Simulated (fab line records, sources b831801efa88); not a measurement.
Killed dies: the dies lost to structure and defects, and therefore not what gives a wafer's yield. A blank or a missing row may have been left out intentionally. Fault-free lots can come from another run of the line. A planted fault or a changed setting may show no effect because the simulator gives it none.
Which tool was responsible? -- flow sfq_line -- 13 lots, 39 wafers sampled, at 2 steps of a route of 325

## WHAT THE GAUGES READ, wafer by wafer
SFQ_M0_RS_MEAS_904: measures by four-point-probe. Usual: M0_NB_RS 0.892 ohm/sq, standard deviation 0.01.
lot,measured,on,M0_NB_RS (ohm/sq),flag
L821,day 7 17:29,film_metro-01,0.911 0.907 0.911,
L822,day 7 19:22,film_metro-01,0.891 0.879 0.886,
L824,day 8 09:35,film_metro-02,0.888 0.883 0.888,
L825,day 8 23:30,film_metro-03,0.900 0.900 0.914,
L826,day 9 08:19,film_metro-02,0.895 0.904 0.896,
L829,day 9 20:30,film_metro-01,0.910 0.898 0.892,
L834,day 10 22:52,film_metro-02,0.892 0.892 1.115 0.894 0.890 1.115,OFF
L836,day 11 18:04,film_metro-03,0.891 0.892 0.883,
L837,day 12 02:28,film_metro-02,0.899 0.889 0.898,
L839,day 12 15:25,film_metro-02,0.885 0.877 0.875,
L840,day 12 20:06,film_metro-02,0.889 0.895 0.887,
L842,day 13 12:55,film_metro-02,0.901 0.900 0.890,
L844,day 14 03:19,film_metro-02,0.877 0.871 0.883,

## EACH LOT AND THE TOOL THAT RAN IT (in order: tool; ch and the chambers of the sampled wafers; start)
lot,SFQ_TRILAYER_M0_DEP_SPUTTER_019
L821,"pvd_sputter-06, day 7 17:23"
L822,"pvd_sputter-05, day 7 19:16"
L824,"pvd_sputter-04, day 8 09:28"
L825,"pvd_sputter-06, day 8 23:25"
L826,"pvd_sputter-05, day 9 08:14"
L829,"pvd_sputter-04, day 9 20:25"
L834,"pvd_sputter-04, day 10 22:44"
L836,"pvd_sputter-06, day 11 17:56"
L837,"pvd_sputter-06, day 12 02:20"
L839,"pvd_sputter-05, day 12 15:20"
L840,"pvd_sputter-05, day 12 20:01"
L842,"pvd_sputter-05, day 13 12:49"
L844,"pvd_sputter-05, day 14 03:13"
- SFQ_TRILAYER_M0_DEP_SPUTTER_019: material Nb, target thk 200 nm, time 133.3 s.

## WHAT THE TOOLS THEMSELVES READ (means of the sampled wafers that have a number; where no wafer has one, the mark that the record gives instead)
SFQ_TRILAYER_M0_DEP_SPUTTER_019. Usual: cathode_dc_power_W 2000.0 W, standard deviation 0.35; throttle_valve_pct 29.7 %, standard deviation 0.76.
lot,tool,cathode_dc_power_W (W),throttle_valve_pct (%),flag
L821,pvd_sputter-06,1999.9,29.6,
L822,pvd_sputter-05,2000.0,29.1,
L824,pvd_sputter-04,2000.2,30.2,
L825,pvd_sputter-06,2000.3,29.3,
L826,pvd_sputter-05,1999.9,29.5,
L829,pvd_sputter-04,2000.1,30.7,
L834,pvd_sputter-04,1999.8,30.2,
L836,pvd_sputter-06,1999.8,28.8,
L837,pvd_sputter-06,2000.1,29.8,
L839,pvd_sputter-05,2000.1,28.9,
L840,pvd_sputter-05,1999.9,29.2,
L842,pvd_sputter-05,2000.1,29.5,
L844,pvd_sputter-05,2000.1,29.5,

## THE ANSWER, worked out from the rows above alone
Rule: lot off if the mean of its wafers having a number is beyond 3 standard deviations from the usual mean. Also off: a lot with no number at a reading for which 4 or more lots have one. All remaining lots with rows at the step are treated as sound. First the gauges in route order, then the tools' own readings, where a lot's mean is used as printed above. The first step at which some lot is off is used, and at that step the reading that is off furthest; a lot without a number counts as furthest.
Off: L834, seen at SFQ_M0_RS_MEAS_904 (M0_NB_RS).
If a tool, at a process step before that reading, ran all the lots that are off and no sound lot after the first of them, it fits. Those tools and the gauges at SFQ_M0_RS_MEAS_904 are tried in the same way. One fits: SFQ_TRILAYER_M0_DEP_SPUTTER_019 on pvd_sputter-04. Its last sound lot is L829 (day 9 20:25), its first lot that is off L834 (day 10 22:44): a fault that began between those two fits.

## WHAT THE SIMULATOR HAD INSERTED
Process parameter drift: pvd_sputter-04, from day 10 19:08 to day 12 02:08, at SFQ_TRILAYER_M0_DEP_SPUTTER_019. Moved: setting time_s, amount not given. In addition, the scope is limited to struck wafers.
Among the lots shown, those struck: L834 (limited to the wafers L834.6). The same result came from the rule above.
